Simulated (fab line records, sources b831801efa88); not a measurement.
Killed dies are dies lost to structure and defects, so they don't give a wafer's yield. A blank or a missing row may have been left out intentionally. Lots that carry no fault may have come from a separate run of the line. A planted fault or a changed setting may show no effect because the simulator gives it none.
Chamber matching -- flow gf180mcu -- GF_V4_CMP_04 on cmp-01: 4 sister chambers
The step polishes SiO2. 27 wafers are shown with their chamber, then 12 later ones without.

== WAFERS WITH THEIR CHAMBER ==
wafer,chamber,motorCurrentA (A),slurryFilterDpKPa (kPa),timeToEndpointS (s)
L078.1,0,11.1,13.53,77
L078.2,2,10.3,13.46,75
L078.5,0,10.5,13.79,86
L079.1,2,10.2,13.47,74
L079.2,0,11.2,13.46,79
L079.6,2,10.1,13.42,82
L080.3,2,10.1,13.65,77
L080.4,3,14.4,13.30,80
L080.6,2,10.4,13.47,77
L082.1,1,10.7,13.61,79
L082.4,2,10.6,13.33,83
L082.5,1,11.2,13.60,78
L085.1,0,10.9,13.55,83
L085.3,2,10.0,13.45,82
L085.4,1,10.4,13.69,80
L088.2,2,10.5,13.37,79
L088.3,3,15.0,13.86,86
L088.5,2,10.5,13.48,80
L089.1,3,14.6,13.48,80
L089.4,2,10.1,13.40,90
L089.6,3,14.2,13.53,82
L090.3,2,10.5,13.57,83
L090.4,0,11.8,13.60,84
L090.6,0,10.7,13.48,86
L091.2,0,11.3,13.64,81
L091.3,3,13.7,13.51,84
L091.5,2,10.4,13.48,88

SIGNATURES (averages over the wafers above)
reading,chamber 0,chamber 1,chamber 2,chamber 3,scatter within a chamber
motorCurrentA,11.071,10.767,10.308,14.380,0.349
slurryFilterDpKPa,13.5786,13.6333,13.4625,13.5360,0.119
timeToEndpointS,82.29,79.00,80.83,82.40,3.97
Rule: for each reading, subtract the chamber's mean from the wafer's reading, divide by that reading's scatter and square the result; add these up over the readings and take the root, which gives the wafer's distance from the chamber. The wafer belongs to the nearest chamber; if the next one is less than 2 further off, it can't be placed. How the scatter is found: for the shown wafers, subtract from each reading the mean of its chamber, square and add these, divide the total by (wafers less chambers), then take the root.

== WAFERS MISSING THEIR CHAMBER ==
wafer,motorCurrentA (A),slurryFilterDpKPa (kPa),timeToEndpointS (s)
L092.2,10.9,13.49,74
L092.3,13.7,13.41,81
L092.6,10.9,13.60,91
L094.3,13.5,13.53,80
L094.4,10.7,13.42,76
L094.6,10.7,13.51,87
L095.2,13.7,13.51,68
L095.3,10.7,13.65,73
L095.6,11.0,13.82,79
L097.2,10.3,13.46,89
L097.4,10.7,13.33,86
L097.5,10.9,13.52,91

== WHICH CHAMBER EACH ONE RAN IN ==
wafer,from the rows above,in truth
L092.2,can't be placed: 1 or 0 or 2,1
L092.3,3,3
L092.6,can't be placed: 0 or 1 or 2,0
L094.3,3,3
L094.4,can't be placed: 2 or 1 or 0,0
L094.6,can't be placed: 0 or 2 or 1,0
L095.2,3,3
L095.3,can't be placed: 1 or 0 or 2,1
L095.6,can't be placed: 1 or 0 or 2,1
L097.2,can't be placed: 2 or 0 or 1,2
L097.4,can't be placed: 2 or 0 or 1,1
L097.5,can't be placed: 0 or 2 or 1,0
3 of 12 placed correctly. Cannot be placed on the basis of these rows: 9; the candidates contain the true chamber in 9. Placed wrongly: 0.
